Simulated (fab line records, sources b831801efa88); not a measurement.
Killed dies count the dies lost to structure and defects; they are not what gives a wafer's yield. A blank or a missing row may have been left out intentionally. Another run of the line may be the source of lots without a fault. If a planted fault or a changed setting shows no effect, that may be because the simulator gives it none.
Which tool is to blame? ; flow sky130 ; Sampling: 12 lots, 36 wafers, 2 of 708 route steps

## WHAT EACH GAUGE READ, for each wafer
SKY_METAL1_RS_MEAS_05: measurement is done with a four-point probe.
lot;measured;on;METAL1_ALCU_RS (ohm/sq)
L075;day 31 06:44;filmMetro-04;0.1265 0.1279 0.1262
L077;day 32 03:20;filmMetro-01;0.1295 0.1296 0.1308
L079;day 33 05:10;filmMetro-04;0.1281 0.1264 0.1279
L081;day 33 14:31;filmMetro-01;0.1233 0.1234 0.1234
L083;day 34 06:44;filmMetro-04;0.1266 0.1245 0.1269
L086;day 35 04:45;filmMetro-03;0.1294 0.1278 0.1285
L087;day 35 17:31;filmMetro-03;0.1248 0.1266 0.1254
L089;day 36 07:13;filmMetro-04;0.1258 0.1259 0.1254
L091;day 36 20:22;filmMetro-03;0.1254 0.1249 0.1251
L093;day 39 04:59;filmMetro-03;0.1283 0.1278 0.1275
L094;day 39 07:38;filmMetro-01;0.1271 0.1281 0.1252
L095;day 39 11:08;filmMetro-03;0.1263 0.1258 0.1241

## TOOL THAT RAN EACH LOT (tool first, then ch and the chambers of the sampled wafers, then the start)
lot;SKY_METAL1_SPUTTER_04
L075;pvdSputter-02, day 31 06:38
L077;pvdSputter-02, day 32 03:16
L079;pvdSputter-03, day 33 05:07
L081;pvdSputter-01, day 33 14:27
L083;pvdSputter-01, day 34 06:41
L086;pvdSputter-02, day 35 04:41
L087;pvdSputter-02, day 35 17:28
L089;pvdSputter-03, day 36 07:10
L091;pvdSputter-03, day 36 20:19
L093;pvdSputter-02, day 39 04:55
L094;pvdSputter-01, day 39 07:34
L095;pvdSputter-01, day 39 11:05
- SKY_METAL1_SPUTTER_04: material TiN, target thk 70 nm, time 58.3 s.

## THE ANSWER, worked out from the rows above alone
Rule: what is usual is taken from the lots themselves. Put in order of their means at a reading, lots are off if they are a third of the lots or fewer, leave a main group of 4 or more, and stand apart from it by a gap of 3 or more times the standard deviation of the main group's means; of several such gaps the widest counts. If all means in a main group match to the digits the tables above print for the reading, that group is not used. A lot without any number at a reading at which 4 lots or more have one is off too. All remaining lots with rows at the step are treated as sound.
Nothing can be told from this: no lot is off at any reading shown.

## WHAT THE SIMULATOR HAD INSERTED
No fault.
